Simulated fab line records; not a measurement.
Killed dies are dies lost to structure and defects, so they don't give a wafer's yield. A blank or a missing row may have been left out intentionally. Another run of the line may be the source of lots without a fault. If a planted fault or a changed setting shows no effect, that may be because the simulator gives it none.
Which of the tools did it? -- flow gf180mcu -- 7 lots with 21 wafers sampled at 2 steps, on a route of 602 steps

WHAT THE GAUGES READ, wafer by wafer
GF_HV_LDD_CD_MEAS_07: the cd target is 400 nm.
lot,measured,on,cd_nm (nm)
L446,day 10 12:33,cd_sem-01,400.1 395.7 399.8
L449,day 11 13:09,cd_sem-02,366.2 367.0 366.7
L451,day 12 04:41,cd_sem-01,401.7 401.7 399.7
L458,day 14 06:07,cd_sem-01,401.0 398.6 400.9
L462,day 15 13:14,cd_sem-02,398.5 398.3 399.4
L464,day 16 02:20,cd_sem-01,400.5 401.1 399.3
L467,day 17 04:08,cd_sem-01,400.4 402.2 400.9

EACH LOT AND THE TOOL THAT RAN IT (in order: tool; ch and the chambers of the sampled wafers; start)
lot,GF_HV_LDD_DEVELOP_06
L446,"litho_track-01 ch 0, day 10 12:24"
L449,"litho_track-01 ch 0, day 11 12:59"
L451,"litho_track-04 ch 0, day 12 04:32"
L458,"litho_track-03 ch 0, day 14 05:58"
L462,"litho_track-01 ch 0, day 15 13:06"
L464,"litho_track-03 ch 0, day 16 02:11"
L467,"litho_track-01 ch 0, day 17 04:00"
- GF_HV_LDD_DEVELOP_06: develop time 60 s.

THE ANSWER, worked out from the rows above alone
Rule: the lots themselves supply what counts as usual. Put in order of their means at a reading, lots are off if they are a third of the lots or fewer, leave a main group of 4 or more, and stand apart from it by a gap of 3 or more times the standard deviation of the main group's means; of several such gaps the widest counts. Not used: any main group whose means are identical at the precision the tables above print for the reading. Also off: a lot with no number at a reading for which 4 or more lots have one. Any other lot the step has rows for is counted as sound.
Off: L449 (GF_HV_LDD_CD_MEAS_07, cd_nm). Main group: mean 400.0 nm, sd 1.
A tool fits if, at a process step before that reading, it ran every lot that is off, and no sound lot after the first of them. Gauges at GF_HV_LDD_CD_MEAS_07: tried the same way as those tools. Of those tried, none fits.

WHAT HAD BEEN PUT IN BY THE SIMULATOR
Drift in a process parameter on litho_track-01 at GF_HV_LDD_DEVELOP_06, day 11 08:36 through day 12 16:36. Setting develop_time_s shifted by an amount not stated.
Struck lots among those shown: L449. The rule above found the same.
